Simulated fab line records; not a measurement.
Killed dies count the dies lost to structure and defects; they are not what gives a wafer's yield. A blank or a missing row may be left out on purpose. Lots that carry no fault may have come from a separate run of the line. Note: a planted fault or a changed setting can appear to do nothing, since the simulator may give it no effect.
2 desks, one fault || flow sfq-line || every desk sees just its own numbers, and what lay behind them comes last

## METROLOGY DESK
Lot by lot, what the gauges showed, no matter which tool ran the lot: averages of those sampled wafers that carry a number. If a lot's mean is further than 4 standard deviations from the usual mean, the lot is out of limits and carries the mark OUT (the distance appears in the brackets).
Columns: A = I0_BOW at SFQ_I0_BOW_MEAS_907, usual 0 um; B = C5_OVL at SFQ_C5_OVL_MEAS_937, usual 0 nm; C = I6_BOW at SFQ_I6_BOW_MEAS_941, usual 7 um
{"lot": "L781", "first seen here": "day 11 06:31", "A": 2, "B": 0, "C": -7}
{"lot": "L782", "first seen here": "day 11 18:27", "A": 1, "B": 4, "C": -3}
{"lot": "L784", "first seen here": "day 12 05:34", "A": -7, "B": 4, "C": 2}
{"lot": "L785", "first seen here": "day 12 21:19", "A": 6, "B": -0, "C": 20}
{"lot": "L786", "first seen here": "day 13 07:16", "A": 4, "B": -4, "C": 16}
{"lot": "L787", "first seen here": "day 13 15:30", "A": -7, "B": 5, "C": 4}
{"lot": "L789", "first seen here": "day 14 05:04", "A": 8, "B": -1, "C": 14}
{"lot": "L790", "first seen here": "day 14 09:34", "A": 2, "B": 1, "C": 3}
{"lot": "L791", "first seen here": "day 14 17:04", "A": 4, "B": 5, "C": 18}
{"lot": "L792", "first seen here": "day 14 17:55", "A": 3, "B": 3, "C": 18}
{"lot": "L793", "first seen here": "day 14 23:55", "A": 2, "B": -4, "C": 8}
{"lot": "L795", "first seen here": "day 15 04:43", "A": -4, "B": -0, "C": 5}
{"lot": "L799", "first seen here": "day 17 18:07", "A": -1, "B": -0, "C": 12}
{"lot": "L800", "first seen here": "day 18 04:34", "A": 2, "B": -1, "C": 3}
Finding of this desk: none of the 14 lots has anything out of limits.

## FOR THE TOOL OWNER'S DESK: cmp-02
The tool's own readings at SFQ_TRILAYER_I0_CMP_CMP_028 (polishes SiO2): means of the sampled wafers that have a number, for each lot that ran on this tool. If a lot's mean is further than 4 standard deviations from the usual mean, the lot is out of limits and carries the mark OUT (the distance appears in the brackets).
Columns: A = motor-current-A at SFQ_TRILAYER_I0_CMP_CMP_028, usual 9.8 A; B = slurry-filter-dp-kPa at SFQ_TRILAYER_I0_CMP_CMP_028, usual 13.51 kPa; C = slurry-flow-ml-min at SFQ_TRILAYER_I0_CMP_CMP_028, usual 150.1; D = time-to-endpoint-s at SFQ_TRILAYER_I0_CMP_CMP_028, usual 214 s
{"lot": "L784", "first seen here": "day 12 02:34", "A": 10.6, "B": 13.58, "C": 150.1, "D": 220}
{"lot": "L786", "first seen here": "day 13 04:46", "A": 10.6, "B": 13.46, "C": 150.2, "D": 207}
{"lot": "L789", "first seen here": "day 14 03:32", "A": 10.2, "B": 13.48, "C": 150.0, "D": 210}
{"lot": "L791", "first seen here": "day 14 14:02", "A": 9.9, "B": 13.35, "C": 150.1, "D": 207}
{"lot": "L795", "first seen here": "day 15 02:43", "A": 10.5, "B": 13.49, "C": 149.9, "D": 216}
{"lot": "L799", "first seen here": "day 17 15:04", "A": 10.8, "B": 13.54, "C": 149.7, "D": 213}
{"lot": "L800", "first seen here": "day 18 03:04", "A": 10.2, "B": 13.54, "C": 150.2, "D": 212}
Finding of this desk: none of the 7 lots has anything out of limits.

## PUT TOGETHER
From the metrology desk's view, nothing was out of limits.
Nothing out of limits was seen by the tool owner's desk.

## WHAT THE SIMULATOR PUT IN
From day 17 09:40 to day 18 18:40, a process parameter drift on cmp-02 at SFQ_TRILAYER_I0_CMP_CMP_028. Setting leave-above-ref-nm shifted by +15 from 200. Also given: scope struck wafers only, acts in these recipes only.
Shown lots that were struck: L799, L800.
